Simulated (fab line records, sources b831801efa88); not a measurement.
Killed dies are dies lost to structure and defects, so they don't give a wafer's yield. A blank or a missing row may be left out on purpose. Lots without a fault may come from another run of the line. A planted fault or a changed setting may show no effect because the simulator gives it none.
A struck lot beside a sound one | flow sky130 | 15 steps out of a route of 708
Sound: wafers L904.2, L904.4, L904.6. Struck: wafers L916.2, L916.4, L916.6. The cause comes at the end.
At each step with rows: each side's tool, then ch and its chambers, then its first start. Under that, the readings that differ: sound wafers | struck wafers | difference of the means | sigmas: that difference in standard deviations of wafers without a fault.
alike: readings whose means differ by less than 2 such deviations, and words and numbers that are the same on both sides. not compared: withheld readings, readings that some wafer has no value for, bounds like >300 that may hide the same value, and numbers for which the record gives no deviation and whose values overlap.
The two part at a step that has a row with sigmas, a row that says differs or no value, or rows on one side only. Numbers that don't overlap but have no deviation are shown without sigmas and don't part them. A reading that every wafer of one side lacks parts them only if that side has two wafers or more.

first, 6 steps without rows for these wafers: SKY_METAL4_COAT_07 (resist thk 60 nm); SKY_METAL4_COAT_08 (resist thk 1140 nm); SKY_METAL4_SOFTBAKE_09 (time 90 s); SKY_METAL4_EXPOSE_10 (exposes mask MM4, target cd 300 nm); SKY_METAL4_PEB_11; SKY_METAL4_DEVELOP_12 (develop time 60 s).
SKY_METAL4_CD_MEAS_13: target cd 300 nm.
  sound on cd_sem-01, day 44 04:35; struck on cd_sem-01, day 47 13:46
  alike: cd_nm
SKY_METAL4_OVL_MEAS_14:
  sound on overlay-02, day 44 04:41; struck on overlay-01, day 47 13:52
  alike: METAL4_OVL
SKY_METAL4_DESCUM_15: chemistry O2, time 8 s.
  sound on rie_metal-02 ch 0, day 44 04:43; struck on rie_metal-03 ch 0,1, day 47 13:53
  alike: drypump_motor_current_A, he_backside_leak_sccm, oes_product_au, rf_fwd_power_W
  not compared: rf_hours_counter_h
SKY_METAL4_ETCH_16: etches BARC in N2/H2, stops on SiO2, time 88.2 s, target depth 60 nm.
  sound on rie_metal-02 ch 0, day 44 04:45; struck on rie_metal-03 ch 0,1, day 47 13:55
  alike: drypump_motor_current_A, he_backside_leak_sccm, oes_product_au, rf_fwd_power_W, throttle_valve_pct
  not compared: rf_hours_counter_h
SKY_METAL4_ETCH_17: etches SiO2 in C4F8/O2/Ar, stops on TiN, time 3.9 s, target depth 15 nm.
  sound on rie_diel-01 ch 1,2, day 44 04:50; struck on rie_diel-03 ch 0,2, day 47 14:01
  alike: oes_product_au, rf_fwd_power_W
  not compared: rf_hours_counter_h
SKY_METAL4_METAL_ETCH_18: etches the open film in Cl2/BCl3, stops on SiO2, target depth 845 nm, time 183.1 s.
  sound on rie_metal-03 ch 0,1, day 44 04:52; struck on rie_metal-01 ch 0,1, day 47 14:02
  reading                     | sound       | struck      | difference | sigmas
  drypump_motor_current_A (A) | 5.1 4.9 5.0 | 6.3 6.3 6.3 | +1.3       | +3
  alike: he_backside_leak_sccm, oes_product_au, rf_fwd_power_W, throttle_valve_pct
  not compared: rf_hours_counter_h
SKY_METAL4_STRIP_19: strips in O2/N2.
  sound on plasma_asher-04 ch 0,1, day 44 05:02; struck on plasma_asher-02 ch 0,1, day 47 14:13
  reading          | sound       | struck      | difference | sigmas
  overash_fraction | 0.5 0.5 0.5 | 0.3 0.3 0.3 | -0.2       |
  alike: drypump_motor_current_A, oes_product_au, strip_time_to_endpoint_s
  not compared: rf_hours_counter_h
then, 2 steps without rows for these wafers: SKY_METAL4_STRIP_20 (strips in post etch residue remover, time 1200 s); SKY_PAD_OPEN_PROBE_99.

WHERE THEY PART
Only at SKY_METAL4_METAL_ETCH_18, within this record. Later steps at which nothing parts them and some readings are alike: SKY_METAL4_STRIP_19.

WHY: what the simulator had put in
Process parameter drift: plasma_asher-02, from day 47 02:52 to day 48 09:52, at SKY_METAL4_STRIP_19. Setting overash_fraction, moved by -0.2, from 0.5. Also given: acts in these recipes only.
